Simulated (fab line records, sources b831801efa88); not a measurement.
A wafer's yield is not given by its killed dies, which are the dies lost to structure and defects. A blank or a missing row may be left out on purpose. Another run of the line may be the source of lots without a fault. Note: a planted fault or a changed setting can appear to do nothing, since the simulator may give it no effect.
2 desks looking at one fault || flow gf180mcu || every desk sees just its own numbers, and what lay behind them comes last

## FOR THE TOOL OWNER'S DESK: litho track-02
Per lot that ran on this tool, the mean of the sampled wafers carrying a number, from the tool's own readings at GF_VT_IMPLANT_SOFTBAKE_03 (time 60 s). The brackets show how far a lot's mean lies from the usual mean; more than 4 standard deviations puts the lot out of limits, marked OUT.
Columns: A = heater power total W at GF_VT_IMPLANT_SOFTBAKE_03, usual 56.60 W; B = run length s at GF_VT_IMPLANT_SOFTBAKE_03, usual 88.87 s
{"lot": "L207", "first seen here": "day 5 14:26", "A": 56.62, "B": 88.82}
{"lot": "L210", "first seen here": "day 6 07:50", "A": 56.60, "B": 88.80}
{"lot": "L212", "first seen here": "day 6 18:28", "A": 56.57, "B": 88.78}
{"lot": "L214", "first seen here": "day 7 04:11", "A": 56.55, "B": 88.87}
{"lot": "L216", "first seen here": "day 7 16:25", "A": "58.81 (+47) OUT", "B": "82.82 (-43) OUT"}
{"lot": "L217", "first seen here": "day 7 22:56", "A": "58.81 (+47) OUT", "B": "82.66 (-44) OUT"}
{"lot": "L220", "first seen here": "day 8 21:32", "A": "58.78 (+46) OUT", "B": "82.72 (-44) OUT"}
{"lot": "L229", "first seen here": "day 11 06:44", "A": 56.63, "B": 88.79}
{"lot": "L227", "first seen here": "day 11 07:22", "A": 56.60, "B": 88.81}
Finding of this desk: L216, L217, L220 out of limits; the first was L216 at day 7 16:25, on heater power total W at GF_VT_IMPLANT_SOFTBAKE_03. Within limits: L207, L210, L212, L214, L229, L227.

## METROLOGY DESK
Means of the sampled wafers that have a number, per lot and without regard to the tool the lot ran on: this is what the gauges read. The brackets show how far a lot's mean lies from the usual mean; more than 4 standard deviations puts the lot out of limits, marked OUT.
Columns: A = cd nm at GF_STI_CD_MEAS_12, usual 220.0 nm; B = DUAL_GATE_OXIDATION_00_THK at GF_DUAL_GATE_THK_MEAS_03, usual 10.89 nm; C = cd nm at GF_POLY_GATE_CD_MEAS_18, usual 280.2 nm
{"lot": "L206", "first seen here": "day 2 00:59", "A": 219.3, "B": 11.15, "C": 280.8}
{"lot": "L207", "first seen here": "day 2 05:52", "A": 221.0, "B": 10.89, "C": 279.9}
{"lot": "L208", "first seen here": "day 2 12:55", "A": 219.7, "B": 10.54, "C": 280.2}
{"lot": "L210", "first seen here": "day 2 21:50", "A": 219.7, "B": 10.96, "C": 283.1}
{"lot": "L212", "first seen here": "day 3 08:02", "A": 220.4, "B": 10.87, "C": 280.8}
{"lot": "L213", "first seen here": "day 3 13:38", "A": 219.2, "B": 10.90, "C": 281.5}
{"lot": "L214", "first seen here": "day 3 18:37", "A": 219.6, "B": 10.68, "C": 278.7}
{"lot": "L216", "first seen here": "day 4 04:56", "A": 218.5, "B": 11.07, "C": 280.6}
{"lot": "L217", "first seen here": "day 4 10:16", "A": 219.9, "B": 10.82, "C": 278.9}
{"lot": "L220", "first seen here": "day 5 01:53", "A": 220.0, "B": 11.41, "C": 281.9}
{"lot": "L225", "first seen here": "day 6 05:08", "A": 220.1, "B": 10.51, "C": 279.4}
{"lot": "L226", "first seen here": "day 6 12:02", "A": 220.5, "B": 10.71, "C": 281.9}
{"lot": "L227", "first seen here": "day 6 22:10", "A": 220.6, "B": 11.35, "C": 277.5}
{"lot": "L228", "first seen here": "day 6 22:22", "A": 220.2, "B": 11.07, "C": 277.3}
{"lot": "L229", "first seen here": "day 7 03:40", "A": 216.7, "B": 11.12, "C": 281.5}
This desk found nothing out of limits on any of the 15 lots.

## BROUGHT TOGETHER
On L216, L217, L220, at day 7 16:25, an alarm was possible from the tool owner's desk.
The metrology desk saw nothing out of limits.
The metrology desk holds a record of L216, L217, L220, inside its limits.
All the named lots went through GF_VT_IMPLANT_SOFTBAKE_03 on litho track-02.

## WHAT THE SIMULATOR HAD INSERTED
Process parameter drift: litho track-02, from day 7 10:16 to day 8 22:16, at GF_VT_IMPLANT_SOFTBAKE_03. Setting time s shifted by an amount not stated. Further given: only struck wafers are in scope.
Lots struck among those shown: L216, L217, L220.
How many hours passed from the start of the fault until each desk's first out-of-limits reading: the tool owner's desk, 6.
